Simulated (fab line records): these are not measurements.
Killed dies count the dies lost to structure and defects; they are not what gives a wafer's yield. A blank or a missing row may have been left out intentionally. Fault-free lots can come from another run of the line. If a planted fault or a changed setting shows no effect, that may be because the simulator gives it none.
fab line records	flow sky130
record lots=15	wafers=45	last_day=51
route steps=708 shown FIELD_ISO@5 VIA4@639
lots that met no fault: from a run of the same line without faults
start_h: start of the lot's first displayed wafer, in hours after the record's first day	wait_h: how many hours have passed since the lot's step before this one	" the same as in the row above	L1.1+2: several wafers, shown together as one row	- no value, or no start given	* or withheld: withheld	< > ~ a bound
route shown NAME@n: a module of which the file shows steps, and the number in the route of the first	usual: the fault-free wafers' mean and standard deviation	same: alike in all rows	chamber/n: place in a boat	sites: readings site by site	_std_site: the standard deviation of these	_edge_site: inner sites' mean taken away from outer sites' mean	radius_mm: for every site, how far away it sits from the centre of the wafer	mask NAME#n: copy n	behind: tool/chamber where the wafer was last shaped	hold: reason for holding the lot/hours on hold/outcome of the hold	device: which transistor (n, p or np) failed to switch	end of line: tests run on the same wafers once the route is complete	for a step that has no rows: nothing shown but its recipe	killed: dies that structure and defects cost at the first sort, which is not the same as the wafer's yield	map: per-die view of a wafer (x killed, . not killed, _ where there is no die)
set.NAME: the setting the step ran with; set.NAME@STEP: the setting that earlier step ran with	model.NAME: the simulator's own value behind a step, which no gauge read
route steps across a sampled set of lots; one table per step, one row per wafer
services: the hour from which a tool's chamber was out of use, counted from the record's first day as start_h (under 0 if before that day), plus the number of hours and why
## steps
# step SKY_FIELD_ISO_THK_MEAS_04
# recipe reads=Si3N4_of_FIELD_ISO_CVD_03
# usual FIELD_ISO_CVD_03_THK=165.4/1.6
lot.wafer	tool	chamber	start_h	wait_h	FIELD_ISO_CVD_03_THK[nm]
L737.2	film_metro-03	-	14.03	0.0	163.9
L737.3	"	-	"	"	163.1
L737.6	"	-	"	"	161.6
L740.2	film_metro-04	-	29.88	0.0	165.7
L740.4	"	-	"	"	165.4
L740.6	"	-	"	"	166.0
L741.4	film_metro-04	-	37.98	0.0	162.8
L741.5	"	-	"	"	162.2
L741.6	"	-	"	"	162.5
L742.2	film_metro-03	-	43.54	0.0	164.5
L742.3	"	-	"	"	163.1
L742.6	"	-	"	"	165.1
L743.1	film_metro-03	-	47.73	0.0	164.9
L743.3	"	-	"	"	165.9
L743.6	"	-	"	"	164.8
L744.2	film_metro-03	-	51.62	0.0	164.7
L744.3	"	-	"	"	164.3
L744.5	"	-	"	"	164.9
L750.2	film_metro-04	-	78.49	0.0	167.5
L750.3	"	-	"	"	168.5
L750.4	"	-	"	"	168.2
L751.1	film_metro-02	-	84.04	0.0	165.5
L751.3	"	-	"	"	164.4
L751.6	"	-	"	"	164.6
L752.2	film_metro-03	-	90.13	0.0	164.3
L752.3	"	-	"	"	165.8
L752.4	"	-	"	"	166.2
L753.1	film_metro-02	-	94.67	0.0	166.1
L753.2	"	-	"	"	166.1
L753.6	"	-	"	"	168.2
L754.2	film_metro-03	-	99.38	0.0	166.2
L754.4	"	-	"	"	167.9
L754.5	"	-	"	"	166.1
L756.4	film_metro-04	-	111.98	0.0	165.8
L756.5	"	-	"	"	166.3
L756.6	"	-	"	"	166.5
L757.1	film_metro-04	-	120.05	0.0	167.7
L757.3	"	-	"	"	165.8
L757.4	"	-	"	"	167.6
L758.1	film_metro-03	-	122.73	0.0	167.1
L758.2	"	-	"	"	167.8
L758.5	"	-	"	"	166.5
L760.2	film_metro-02	-	135.10	0.0	165.7
L760.3	"	-	"	"	164.1
L760.5	"	-	"	"	166.2
# step SKY_FIELD_ISO_CD_MEAS_13
# recipe target_cd_nm=150
# usual cd_nm=150.4/1.6
lot.wafer	tool	chamber	start_h	wait_h	cd_nm
L737.2	cd_sem-02	-	29.54	-	151.3
L737.3	"	-	"	"	152.0
L737.6	"	-	"	"	150.9
L740.2	cd_sem-02	-	44.49	-	152.2
L740.4	"	-	"	"	153.2
L740.6	"	-	"	"	152.3
L741.4	cd_sem-02	-	52.13	-	149.1
L741.5	"	-	"	"	149.6
L741.6	"	-	"	"	149.5
L742.2	cd_sem-02	-	58.38	-	150.6
L742.3	"	-	"	"	152.2
L742.6	"	-	"	"	147.9
L743.1	cd_sem-02	-	63.31	-	151.4
L743.3	"	-	"	"	152.9
L743.6	"	-	"	"	153.5
L744.2	cd_sem-01	-	66.69	-	151.7
L744.3	"	-	"	"	149.0
L744.5	"	-	"	"	150.5
L750.2	cd_sem-01	-	95.55	-	148.5
L750.3	"	-	"	"	148.6
L750.4	"	-	"	"	151.0
L751.1	cd_sem-02	-	101.33	-	151.3
L751.3	"	-	"	"	151.9
L751.6	"	-	"	"	150.5
L752.2	cd_sem-02	-	107.25	-	148.9
L752.3	"	-	"	"	147.2
L752.4	"	-	"	"	145.9
L753.1	cd_sem-02	-	113.23	-	152.9
L753.2	"	-	"	"	152.8
L753.6	"	-	"	"	153.1
L754.2	cd_sem-01	-	117.00	-	151.3
L754.4	"	-	"	"	150.1
L754.5	"	-	"	"	152.1
L756.4	cd_sem-02	-	130.52	-	149.8
L756.5	"	-	"	"	150.3
L756.6	"	-	"	"	150.3
L757.1	cd_sem-01	-	139.42	-	148.8
L757.3	"	-	"	"	148.0
L757.4	"	-	"	"	147.2
L758.1	cd_sem-01	-	141.66	-	150.4
L758.2	"	-	"	"	151.0
L758.5	"	-	"	"	150.8
L760.2	cd_sem-02	-	154.34	-	150.2
L760.3	"	-	"	"	149.7
L760.5	"	-	"	"	150.6
# step SKY_FIELD_ISO_THK_MEAS_23
# recipe reads=SiO2_of_FIELD_ISO_OXIDATION_22
# usual FIELD_ISO_OXIDATION_01_THK=10.06/0.2
lot.wafer	tool	chamber	start_h	wait_h	FIELD_ISO_OXIDATION_01_THK[nm]
L737.2	film_metro-03	-	36.42	0.0	10.14
L737.3	"	-	"	"	10.14
L737.6	"	-	"	"	9.90
L740.2	film_metro-03	-	50.22	0.0	10.17
L740.4	"	-	"	"	10.33
L740.6	"	-	"	"	10.21
L741.4	film_metro-04	-	55.82	0.0	10.15
L741.5	"	-	"	"	10.25
L741.6	"	-	"	"	10.10
L742.2	film_metro-04	-	60.83	0.0	10.14
L742.3	"	-	"	"	10.22
L742.6	"	-	"	"	10.13
L743.1	film_metro-02	-	65.42	0.0	9.88
L743.3	"	-	"	"	9.88
L743.6	"	-	"	"	9.92
L744.2	film_metro-02	-	69.24	0.0	10.21
L744.3	"	-	"	"	9.97
L744.5	"	-	"	"	9.94
L750.2	film_metro-02	-	98.20	0.0	10.15
L750.3	"	-	"	"	10.24
L750.4	"	-	"	"	10.25
L751.1	film_metro-03	-	103.54	0.0	10.03
L751.3	"	-	"	"	10.04
L751.6	"	-	"	"	10.13
L752.2	film_metro-02	-	110.07	0.0	10.00
L752.3	"	-	"	"	9.92
L752.4	"	-	"	"	10.00
L753.1	film_metro-04	-	115.16	0.0	10.50
L753.2	"	-	"	"	10.36
L753.6	"	-	"	"	10.42
L754.2	film_metro-03	-	119.37	0.0	10.11
L754.4	"	-	"	"	9.97
L754.5	"	-	"	"	10.02
L756.4	film_metro-02	-	133.00	0.0	10.27
L756.5	"	-	"	"	10.01
L756.6	"	-	"	"	10.08
L757.1	film_metro-03	-	144.10	0.0	9.99
L757.3	"	-	"	"	10.13
L757.4	"	-	"	"	9.97
L758.1	film_metro-03	-	144.16	0.1	10.02
L758.2	"	-	"	"	10.02
L758.5	"	-	"	"	10.03
L760.2	film_metro-02	-	157.44	0.0	10.21
L760.3	"	-	"	"	10.28
L760.5	"	-	"	"	10.21
# step SKY_VIA4_HDPCVD_00
# recipe material=SiO2	target_thk_nm=1750	sigma_open_frac=0.3	time_s=291.7	temp_c=400	sih4_flow_sccm=60	pressure_mtorr=6
# usual pressure_mtorr=5.999/0.011	run_length_s=319.5/0.57
lot.wafer	tool	chamber	start_h	wait_h	pressure_mtorr	run_length_s
L737.2	hdpcvd-02	2	997.72	0.0	5.994	321.0
L737.3	"	1	"	"	6.015	319.3
L737.6	"	1	"	"	6.006	319.6
L741.4	hdpcvd-02	1	1024.08	0.1	5.992	319.8
L741.5	"	2	"	"	5.981	320.7
L741.6	"	0	"	"	5.994	319.0
L740.2	hdpcvd-01	1	1028.46	0.0	5.986	318.9
L740.4	"	1	"	"	6.007	319.4
L740.6	"	0	"	"	6.010	319.5
L742.2	hdpcvd-02	0	1034.35	0.0	-	-
L742.3	"	1	"	"	-	-
L742.6	"	2	"	"	-	-
L743.1	hdpcvd-02	2	1039.35	0.0	-	-
L743.3	"	1	"	"	-	-
L743.6	"	0	"	"	-	-
L744.2	hdpcvd-01	0	1041.65	0.0	-	-
L744.3	"	2	"	"	-	-
L744.5	"	2	"	"	-	-
L750.2	hdpcvd-02	1	1081.61	0.0	6.005	319.4
L750.3	"	0	"	"	5.979	319.0
L750.4	"	0	"	"	5.979	318.9
L751.1	hdpcvd-02	2	1089.50	0.0	6.016	321.2
L751.3	"	1	"	"	6.012	320.1
L751.6	"	2	"	"	6.005	320.3
L752.2	hdpcvd-02	0	1094.71	0.0	5.995	318.9
L752.3	"	2	"	"	6.011	320.5
L752.4	"	2	"	"	6.030	320.7
L753.1	hdpcvd-01	2	1099.04	0.0	6.001	319.0
L753.2	"	0	"	"	6.013	319.2
L753.6	"	2	"	"	5.995	318.9
L754.2	hdpcvd-02	2	1101.09	0.0	6.003	320.4
L754.4	"	0	"	"	6.003	319.0
L754.5	"	2	"	"	6.009	320.2
L756.4	hdpcvd-01	2	1116.59	0.1	5.984	319.2
L756.5	"	0	"	"	6.011	319.3
L756.6	"	1	"	"	5.997	319.4
L758.1	hdpcvd-02	0	1126.87	0.0	6.012	319.1
L758.2	"	1	"	"	5.988	319.5
L758.5	"	2	"	"	5.998	320.6
L757.1	hdpcvd-02	2	1133.48	0.0	6.005	320.7
L757.3	"	1	"	"	5.997	320.5
L757.4	"	0	"	"	6.002	319.1
L760.2	hdpcvd-01	1	1141.81	0.0	6.003	319.0
L760.3	"	2	"	"	5.989	319.3
L760.5	"	1	"	"	6.000	318.9
# step SKY_VIA4_ETCH_12
# recipe target=SiO2	chemistry=C4F8/O2/Ar	stop_on=TiN	mask_material=NOVOLAK	source_w=1500	bias_w=1200	pressure_mtorr=40	c4f8_flow_sccm=withheld	O2_flow_sccm=6	Ar_flow_sccm=300	time_s=withheld	target_depth_a=5800
# usual oes_product_au=0.926/0.0047
lot.wafer	tool	chamber	start_h	wait_h	oes_product_au
L737.2	rie_diel-01	1	1022.20	0.0	0.926
L737.3	"	2	"	"	0.933
L737.6	"	2	"	"	0.923
L741.4	rie_diel-02	1	1047.21	0.0	0.929
L741.5	"	0	"	"	0.929
L741.6	"	1	"	"	0.921
L740.2	rie_diel-01	0	1051.51	0.0	0.916
L740.4	"	2	"	"	0.927
L740.6	"	3	"	"	0.925
L742.2	rie_diel-02	0	1057.31	0.0	0.367
L742.3	"	1	"	"	0.367
L742.6	"	2	"	"	0.379
L743.1	rie_diel-02	1	1062.12	0.0	0.371
L743.3	"	2	"	"	0.370
L743.6	"	2	"	"	0.375
L744.2	rie_diel-01	2	1064.36	0.0	0.381
L744.3	"	1	"	"	0.374
L744.5	"	2	"	"	0.377
L750.2	rie_diel-01	1	1103.11	0.0	0.930
L750.3	"	3	"	"	0.928
L750.4	"	0	"	"	0.919
L751.1	rie_diel-01	3	1111.11	0.0	0.932
L751.3	"	2	"	"	0.931
L751.6	"	1	"	"	0.934
L752.2	rie_diel-01	3	1115.76	0.0	0.927
L752.3	"	0	"	"	0.930
L752.4	"	3	"	"	0.924
L753.1	rie_diel-02	2	1120.06	0.0	0.925
L753.2	"	0	"	"	0.922
L753.6	"	0	"	"	0.920
L754.2	rie_diel-02	1	1122.01	0.0	0.932
L754.4	"	2	"	"	0.927
L754.5	"	1	"	"	0.920
L756.4	rie_diel-01	2	1137.51	0.0	0.920
L756.5	"	3	"	"	0.921
L756.6	"	0	"	"	0.924
L758.1	rie_diel-04	0	1147.37	0.0	0.935
L758.2	"	1	"	"	0.922
L758.5	"	2	"	"	0.925
L757.1	rie_diel-01	0	1152.57	0.0	0.918
L757.3	"	2	"	"	0.932
L757.4	"	1	"	"	0.923
L760.2	rie_diel-02	2	1161.06	0.0	0.926
L760.3	"	0	"	"	0.931
L760.5	"	0	"	"	0.933
## services
tool	chamber	start_h	hours	kind
rie_diel-01	3	975.08	7.2	repair
rie_diel-01	1	975.52	1.7	repair
rie_diel-04	-	984.74	0.6	repair
rie_diel-04	3	988.19	14.5	repair
rie_diel-01	3	1002.56	1.2	repair
rie_diel-01	2	1023.47	9.4	repair
rie_diel-02	2	1027.30	4.7	repair
rie_diel-04	2	1028.27	13.1	repair
hdpcvd-01	-	1029.97	5.5	pm
rie_diel-04	0	1034.66	8.4	repair
hdpcvd-01	-	1036.92	4.6	repair
rie_diel-04	-	1037.41	0.6	repair
rie_diel-04	2	1058.19	13.1	repair
rie_diel-04	0	1059.57	3.1	repair
rie_diel-01	3	1063.40	6.3	repair
hdpcvd-01	-	1074.72	0.5	repair
rie_diel-02	2	1078.48	31.9	repair
rie_diel-02	3	1083.35	3.5	repair
hdpcvd-02	0	1109.87	7.7	repair
rie_diel-01	1	1113.69	14.0	repair
rie_diel-04	1	1128.67	6.2	repair
rie_diel-01	2	1145.00	3.0	repair
rie_diel-02	3	1147.06	-	clean
rie_diel-01	-	1147.10	0.9	repair
## key
first_sign step=SKY_VIA4_HDPCVD_00	reading=tool_record	direction=missing
effect step=SKY_VIA4_ETCH_12	reading=oes_product_au	direction=down	sigmas=99+	usual=0.926	struck=0.373
met_at SKY_VIA4_HDPCVD_00
struck_lots L742,L743,L744
later_rows_left_out L742.2,L742.3,L742.6,L743.1,L743.3,L743.6,L744.2,L744.3,L744.5
sort_left_out L742.2,L742.3,L742.6
not_acting_at SKY_FIELD_ISO_THK_MEAS_04,SKY_FIELD_ISO_CD_MEAS_13,SKY_FIELD_ISO_THK_MEAS_23
onset_between 1028.46 1034.35
fault kind=skipped_step_whole	tool=hdpcvd-01,hdpcvd-02	chamber=-	onset_h=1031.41	steps=SKY_VIA4_HDPCVD_00	scope=struck_lots_only
# sort_left_out: the simulated sort isn't trusted on such a fault, so these wafers' sort isn't shown, and their yield isn't known
# later_rows_left_out: the simulator's readings of these wafers behind a module that went badly wrong aren't trusted and aren't shown, but for the sort
